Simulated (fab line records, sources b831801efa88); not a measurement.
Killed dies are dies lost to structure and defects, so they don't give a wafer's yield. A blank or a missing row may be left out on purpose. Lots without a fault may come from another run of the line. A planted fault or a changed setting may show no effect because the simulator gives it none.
A struck lot beside a sound one | flow sky130 | 12 steps out of a route of 708
Sound: wafers L435.1, L435.2, L435.4. Struck: wafers L451.1, L451.3, L451.6. The cause comes at the end.
At each step with rows: each side's tool, then ch and its chambers, then its first start. Under that, the readings that differ: sound wafers | struck wafers | difference of the means | sigmas: that difference in standard deviations of wafers without a fault.
alike: readings whose means differ by less than 2 such deviations, and words and numbers that are the same on both sides. not compared: withheld readings, readings that some wafer has no value for, bounds like >300 that may hide the same value, and numbers for which the record gives no deviation and whose values overlap.
The two part at a step that has a row with sigmas, a row that says differs or no value, or rows on one side only. Numbers that don't overlap but have no deviation are shown without sigmas and don't part them. A reading that every wafer of one side lacks parts them only if that side has two wafers or more.

SKY_FIELD_ISO_BOW_MEAS_00:
  sound on film_metro-01, day 1 20:00; struck on film_metro-04, day 5 04:00
  reading           | sound     | struck  | difference | sigmas
  INCOMING_BOW (um) | -8 -12 -3 | 9 -1 17 | +16        | +2
then, 1 step without rows for these wafers: SKY_FIELD_ISO_OXIDATION_01 (stabilise 600 s, purge 300 s, target thk 12 nm).
SKY_FIELD_ISO_THK_MEAS_02:
  sound on film_metro-01, day 1 21:44; struck on film_metro-04, day 5 06:38
  alike: FIELD_ISO_OXIDATION_00_THK
then, 1 step without rows for these wafers: SKY_FIELD_ISO_CVD_03 (deposits Si3N4 from DCS/NH3, target thk 165 nm, time 2830 s).
SKY_FIELD_ISO_THK_MEAS_04:
  sound on film_metro-04, day 2 00:06; struck on film_metro-04, day 5 08:29
  alike: FIELD_ISO_CVD_03_THK
then, 4 steps without rows for these wafers: SKY_FIELD_ISO_DEHYDRATE_05 (time 60 s); SKY_FIELD_ISO_HMDS_06 (prime time 60 s); SKY_FIELD_ISO_COAT_07 (resist thk 60 nm); SKY_FIELD_ISO_COAT_08 (resist thk 450 nm).
SKY_FIELD_ISO_SOFTBAKE_09: time 90 s.
  sound on litho_track-02 ch 0, day 2 07:00; struck on litho_track-03 ch 0, day 5 17:00
  reading                  | sound                | struck               | difference | sigmas
  heater_power_total_W (W) | 57.21 57.42 57.39    | 58.04 57.93 58.18    | +0.71      | +6
  plate_temp_C (C)         | 100.04 100.01 100.08 | 100.65 100.59 100.64 | +0.58      | +4
then, 1 step without rows for these wafers: SKY_FIELD_ISO_EXPOSE_10 (exposes mask FOM, target cd 150 nm).
-- the record jumps here: 44 days lie between the struck wafers' starts before and after (it left off in module FIELD_ISO and takes up again in module PAD_OPEN, whose first step shown is number 708 of the route) --
SKY_PAD_OPEN_PROBE_99:
  the record has rows for the struck wafers here (prober-01, day 49 20:19) and none for the sound ones

WHERE THEY PART
First at SKY_FIELD_ISO_BOW_MEAS_00; last, within this record, at SKY_PAD_OPEN_PROBE_99.

WHY: what the simulator had put in
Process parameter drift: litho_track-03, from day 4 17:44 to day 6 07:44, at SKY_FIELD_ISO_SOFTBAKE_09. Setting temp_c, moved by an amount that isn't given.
